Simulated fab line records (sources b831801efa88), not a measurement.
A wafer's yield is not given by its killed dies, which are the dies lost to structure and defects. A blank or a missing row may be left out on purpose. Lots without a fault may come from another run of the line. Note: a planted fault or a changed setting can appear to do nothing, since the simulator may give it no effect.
Matching of chambers ; flow sky130 ; cmp-01 running SKY_VIA3_CMP_24: 4 sister chambers
The step polishes, stops on SiO2, t overpolish 20 s, target thk 0 nm. 18 wafers are shown with their chamber, then 8 later ones without.

WAFERS WITH THEIR CHAMBER
wafer;chamber;motor current A (A);time to endpoint s (s);head pressure psi (psi)
L224.3;0;13.2;97;3.503
L224.4;2;10.2;96;3.496
L224.6;2;10.1;101;3.510
L226.1;2;10.4;100;3.514
L226.2;1;12.3;100;3.502
L226.3;0;13.7;95;3.497
L229.3;1;12.3;107;3.498
L229.5;1;12.4;108;3.481
L229.6;2;10.3;108;3.482
L231.2;0;12.9;96;3.500
L231.3;3;9.0;87;3.493
L231.6;3;9.1;87;3.496
L234.4;2;10.5;96;3.498
L234.5;3;9.1;87;3.491
L234.6;2;9.8;95;3.491
L235.1;3;9.2;90;3.495
L235.2;0;13.4;97;3.501
L235.3;2;10.4;99;3.510

SIGNATURES (means of the wafers above)
reading;chamber 0;chamber 1;chamber 2;chamber 3;scatter within a chamber
motor current A;13.300;12.333;10.243;9.100;0.224
time to endpoint s;96.25;105.00;99.29;87.75;3.45
head pressure psi;3.50025;3.49367;3.50014;3.49375;0.00888
Rule: for each reading, subtract the chamber's mean from the wafer's reading, divide by that reading's scatter and square the result; add these up over the readings and take the root, which gives the wafer's distance from the chamber. If the next closest chamber is less than 2 further off than the closest, the wafer can't be placed; otherwise it belongs to the closest. How the scatter is found: for the shown wafers, subtract from each reading the mean of its chamber, square and add these, divide the total by (wafers less chambers), then take the root.

WAFERS WITHOUT THEIR CHAMBER
wafer;motor current A (A);time to endpoint s (s);head pressure psi (psi)
L237.3;10.3;96;3.498
L237.4;12.0;105;3.488
L237.6;12.7;96;3.492
L238.2;11.8;106;3.509
L238.3;9.4;90;3.505
L238.5;9.8;100;3.503
L239.2;9.5;84;3.506
L239.4;13.5;94;3.502

WHICH CHAMBER EACH ONE RAN IN
wafer;from the rows above;in truth
L237.3;2;2
L237.4;1;1
L237.6;can't be placed: 0 or 1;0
L238.2;1;1
L238.3;3;3
L238.5;2;2
L239.2;3;3
L239.4;0;0
Placed correctly: 7 of 8. Not placeable from these rows: 1 (in 1, the candidates include the true chamber). Number placed wrongly: 0.
